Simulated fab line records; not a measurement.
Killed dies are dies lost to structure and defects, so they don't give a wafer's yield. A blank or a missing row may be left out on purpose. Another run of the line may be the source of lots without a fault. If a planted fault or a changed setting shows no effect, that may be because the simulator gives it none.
Struck lot and sound lot, side by side	flow sfq-line	14 out of 325 route steps
Sound: these wafers, L730.1, L730.3, L730.4. Struck: wafer L738.4; the same lot's L738.3 was not struck, so it is left out; see the end for the cause.
At each step with rows: each side's tool, then ch and its chambers, then its first start. Under that, the readings that differ: sound wafers	struck wafers	difference of the means	sigmas: that difference in standard deviations of wafers without a fault.
alike: same words and numbers on both sides, and readings whose means sit less than 2 such deviations apart. not compared: any withheld reading, any reading some wafer has no value for, any bound like >300 that may hide the same value, and any number with overlapping values for which the record gives no deviation.
A row with sigmas, a row that says differs or no value, or rows on one side alone: a step with any of these is where the two part. When numbers do not overlap yet have no deviation, they are printed without sigmas and do not part them. Lack of a reading on every wafer of one side parts them only where that side has two or more wafers.

first, 2 steps without rows for these wafers: SFQ_TRILAYER_L0_VIA_STRIP_SOLV_CLEAN_018 (cleans in NMP, time 600 s); SFQ_TRILAYER_M0_DEP_PRE_CLEAN_020 (time 15 s).
SFQ_TRILAYER_M0_DEP_SPUTTER_019: material Nb, target thk 200 nm, time 133.3 s.
  sound on pvd-sputter-03, day 9 09:10; struck on pvd-sputter-04, day 11 02:05
  alike: throttle-valve-pct
SFQ_M0_RS_MEAS_904: measurement is done with a four-point probe.
  sound on film-metro-03, day 9 09:15; struck on film-metro-03, day 11 02:13
  alike: M0_NB_RS
then, 6 steps without rows for these wafers: SFQ_TRILAYER_M0_LITHO_COAT_026 (resist thk 62 nm); SFQ_TRILAYER_M0_LITHO_COAT_021 (resist thk 600 nm); SFQ_TRILAYER_M0_LITHO_SOFTBAKE_025; SFQ_TRILAYER_M0_LITHO_EXPOSE_022 (exposes mask M0, target cd 500 nm); SFQ_TRILAYER_M0_LITHO_PEB_024 (peb time 60 s); SFQ_TRILAYER_M0_LITHO_DEVELOP_023 (time 60 s).
SFQ_M0_OVL_MEAS_906:
  sound on overlay-01, day 10 01:55; struck on overlay-02, day 12 14:41
  alike: M0_OVL
SFQ_TRILAYER_M0_BARC_OPEN_METAL_ETCH_031: etches BARC in O2, target depth 125 nm, time 41.7 s.
  sound on rie-metal-04 ch 0,1, day 10 01:58; struck on rie-metal-04 ch 1, day 12 14:43
reading	sound	struck	difference	sigmas
model.KrF_of_TRILAYER_M0_LITHO_COAT_021.thk-nm (nm)	522 521.6 522.5	541.6	+19.6	
  alike: chamber-pressure-mTorr, drypump-motor-current-A, oes-product-au
  not compared: rf-hours-counter-h
SFQ_TRILAYER_M0_ETCH_METAL_ETCH_024: etches Nb in Cl2/Ar, stops on SiO2, target depth 240 nm, time 120 s.
  sound on rie-metal-04 ch 0,1, day 10 02:01; struck on rie-metal-04 ch 1, day 12 14:49
reading	sound	struck	difference	sigmas
model.KrF_of_TRILAYER_M0_LITHO_COAT_021.thk-nm (nm)	380.2 380.4 380	399.6	+19.4	
  alike: chamber-pressure-mTorr, drypump-motor-current-A, oes-product-au
  not compared: rf-hours-counter-h
SFQ_TRILAYER_M0_STRIP_STRIP_025: strips in O2.
  sound on rie-metal-04 ch 0,1, day 10 02:08; struck on rie-metal-04 ch 1, day 12 15:05
  alike: chamber-pressure-mTorr, drypump-motor-current-A, oes-product-au
  not compared: rf-hours-counter-h

== WHERE THEY PART ==
Nowhere in this record.

WHY: what had been put in by the simulator
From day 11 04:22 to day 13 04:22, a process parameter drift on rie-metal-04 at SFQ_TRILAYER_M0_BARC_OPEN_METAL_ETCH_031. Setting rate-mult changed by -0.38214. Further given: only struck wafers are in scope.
